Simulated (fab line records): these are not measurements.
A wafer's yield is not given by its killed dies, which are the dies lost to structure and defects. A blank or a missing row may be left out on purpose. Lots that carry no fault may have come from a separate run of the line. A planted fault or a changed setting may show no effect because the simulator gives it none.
Comparing a struck lot with a sound one || flow gf180mcu || 14 out of 602 route steps
Sound: the wafers L688.1, L688.4, L688.5. Struck: wafers L698.1, L698.2, L698.5. The cause is given at the end.
Each step with rows lists, per side, the tool, then ch with its chambers, then its first start. Under that, the readings that differ: sound wafers || struck wafers || difference of the means || sigmas: that difference in standard deviations of wafers without a fault.
alike: same words and numbers on both sides, and readings whose means sit less than 2 such deviations apart. not compared: any withheld reading, any reading some wafer has no value for, any bound like >300 that may hide the same value, and any number with overlapping values for which the record gives no deviation.
A row with sigmas, a row that says differs or no value, or rows on one side alone: a step with any of these is where the two part. Numbers that have no deviation but don't overlap get no sigmas and don't part them. A reading missing from all wafers of one side parts the sides only when that side holds two or more wafers.

first, 1 step without rows for these wafers: GF_MVSD_DEVELOP_06 (develop time 60 s).
GF_MVSD_OVL_MEAS_07:
  sound: overlay-02 at day 6 10:11; struck: overlay-02 at day 8 19:40
{"reading": "MVSD_OVL (nm)", "sound": "0.2 2.0 3.2", "struck": "-3.2 -2.9 -1.7", "difference": -4.4, "sigmas": -3}
then, 2 steps without rows for these wafers: GF_MVSD_IMPLANT_08; GF_MVSD_IMPLANT_09.
GF_MVSD_STRIP_10: strips in O2/N2.
  sound on plasma asher-01 ch 0,1, day 6 10:31; struck on plasma asher-03 ch 0,1, day 8 20:01
  alike: drypump motor current A, heater power w, o2 flow sccm, oes product au, strip time to endpoint s
  not compared: rf hours counter h
GF_MVSD_TW_MEAS_11:
  sound: film metro-03 at day 6 10:37; struck: film metro-01 at day 8 20:07
{"reading": "MVSD_TW", "sound": "1619 1617 1618", "struck": "1574 1567 1576", "difference": -46, "sigmas": -2}
then, 6 steps without rows for these wafers: GF_MVPSD_DEHYDRATE_00 (time 60 s); GF_MVPSD_HMDS_01 (prime time 60 s); GF_MVPSD_COAT_02 (resist thk 3000 nm); GF_MVPSD_SOFTBAKE_03; GF_MVPSD_EXPOSE_04 (exposes mask MVPSD, target cd 1000 nm); GF_MVPSD_PEB_05.
GF_MVPSD_DEVELOP_06: develop time 60 s.
  struck on litho track-04, day 9 12:00; sound on litho track-04 ch 0, day 7 01:00
  no value came back on the struck wafers for chill plate temp C (C), develop time s (s), developer temp C (C), exhaust pa (Pa); on the sound wafers chill plate temp C (C) reads 23.15 22.95 22.94
GF_MVPSD_OVL_MEAS_07:
  sound: overlay-02 at day 7 01:38; struck: overlay-01 at day 9 12:41
{"reading": "MVPSD_OVL (nm)", "sound": "2.1 0.9 1.6", "struck": "- - -", "difference": "no value on the struck wafers", "sigmas": ""}

== WHERE THEY PART ==
Last at GF_MVPSD_OVL_MEAS_07 as far as this record goes, first at GF_MVSD_OVL_MEAS_07.

WHY: the cause the simulator had injected
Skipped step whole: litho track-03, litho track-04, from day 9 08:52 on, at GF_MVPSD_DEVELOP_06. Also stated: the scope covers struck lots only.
